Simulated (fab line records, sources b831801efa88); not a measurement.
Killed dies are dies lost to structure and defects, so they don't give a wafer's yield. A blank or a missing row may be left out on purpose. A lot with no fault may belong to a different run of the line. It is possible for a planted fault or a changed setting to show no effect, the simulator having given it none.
Struck lot and sound lot, side by side + flow gf180mcu + 15 steps out of a route of 602
Sound: wafers L708.1, L708.2, L708.4. Struck: wafer L714.1 (L714.3, L714.4, from the same lot, were not struck and are left out); the cause is given at the end.
For every step that has rows: the tool of each side, followed by ch and its chambers, followed by its first start. Under that, the readings that differ: sound wafers + struck wafers + difference of the means + sigmas: that difference in standard deviations of wafers without a fault.
alike: a reading whose means differ by less than 2 such deviations, as well as words and numbers matching on both sides. not compared: withheld readings; readings where some wafer has no value; bounds like >300 that might hide an equal value; numbers whose values overlap and for which the record gives no deviation.
Wherever a step has rows on one side only, a row that says differs or no value, or a row with sigmas, the two part there. When numbers do not overlap yet have no deviation, they are printed without sigmas and do not part them. A reading that every wafer of one side lacks parts them only if that side has two wafers or more.

first, 3 steps without rows for these wafers: GF_V1_STRIP_18 (strips in O2/N2); GF_V1_STRIP_19 (strips in post etch residue remover, time 1200 s); GF_V1_CLEAN_20 (cleans in DIW).
GF_V1_SPUTTER_21: material Ti, target thk 15 nm, time 80.02 s.
  sound: pvdSputter-01 at day 18 04:20; struck: pvdSputter-01 at day 20 12:35
  alike: throttleValvePct
GF_V1_SPUTTER_22: material TiN, target thk 10 nm, time 40 s.
  sound: pvdSputter-01 at day 18 04:23; struck: pvdSputter-01 at day 20 12:38
  alike: throttleValvePct
then, 1 step without rows for these wafers: GF_V1_CVD_23 (deposits W, target thk 350 nm, time 105.05 s).
GF_V1_RS_MEAS_24: measures by four-point-probe.
  sound: filmMetro-04 at day 18 04:32; struck: filmMetro-02 at day 20 12:47
  alike: V1_W_RS
GF_V1_THK_MEAS_25: measures by xrf.
  sound: filmMetro-04 at day 18 04:40; struck: filmMetro-02 at day 20 12:55
  alike: V1_W_THK
GF_V1_CMP_26: polishes, stops on SiO2, t overpolish 15 s, target thk 0 nm.
  sound on cmp-02 ch 1,2,3, day 18 04:43; struck on cmp-02 ch 3, day 20 13:01
| reading             | sound    | struck | difference | sigmas |
|---------------------|----------|--------|------------|--------|
| timeToEndpointS (s) | 90 85 90 | 80     | -8         | -2     |
  alike: motorCurrentA, overpolishRunS, slurryFlowMlMin
GF_M2_SPUTTER_00: material Ti, target thk 37.5 nm, time 150 s.
  sound: pvdSputter-02 at day 18 05:01; struck: pvdSputter-03 at day 20 13:16
  alike: throttleValvePct
GF_M2_SPUTTER_01: material TiN, target thk 30 nm, time 25 s.
  sound: pvdSputter-02 at day 18 05:07; struck: pvdSputter-03 at day 20 13:22
  alike: throttleValvePct
then, 1 step without rows for these wafers: GF_M2_SPUTTER_02 (material AlCu, target thk 450 nm, time 23.9 s).
GF_M2_SPUTTER_03: material Ti, target thk 10 nm, time 6.7 s.
  sound: pvdSputter-02 at day 18 05:11; struck: pvdSputter-03 at day 20 13:26
  alike: throttleValvePct
  not compared: model.Ti_of_M2_SPUTTER_03.thkNm
then, 1 step without rows for these wafers: GF_M2_SPUTTER_04 (material TiN, target thk 50 nm, time 41.7 s).
-- the record jumps here: 10 days lie between the struck wafers' starts before and after (it left off in module M2 and takes up again in module PASSIVATION, whose first step shown is number 602 of the route) --
GF_PASSIVATION_PROBE_99:
  record: rows for the struck wafers here (prober-02, day 30 22:13), none for the sound ones

WHERE THEY PART
At GF_V1_CMP_26 first; at GF_PASSIVATION_PROBE_99 last (within this record only).

WHY: the cause the simulator had injected
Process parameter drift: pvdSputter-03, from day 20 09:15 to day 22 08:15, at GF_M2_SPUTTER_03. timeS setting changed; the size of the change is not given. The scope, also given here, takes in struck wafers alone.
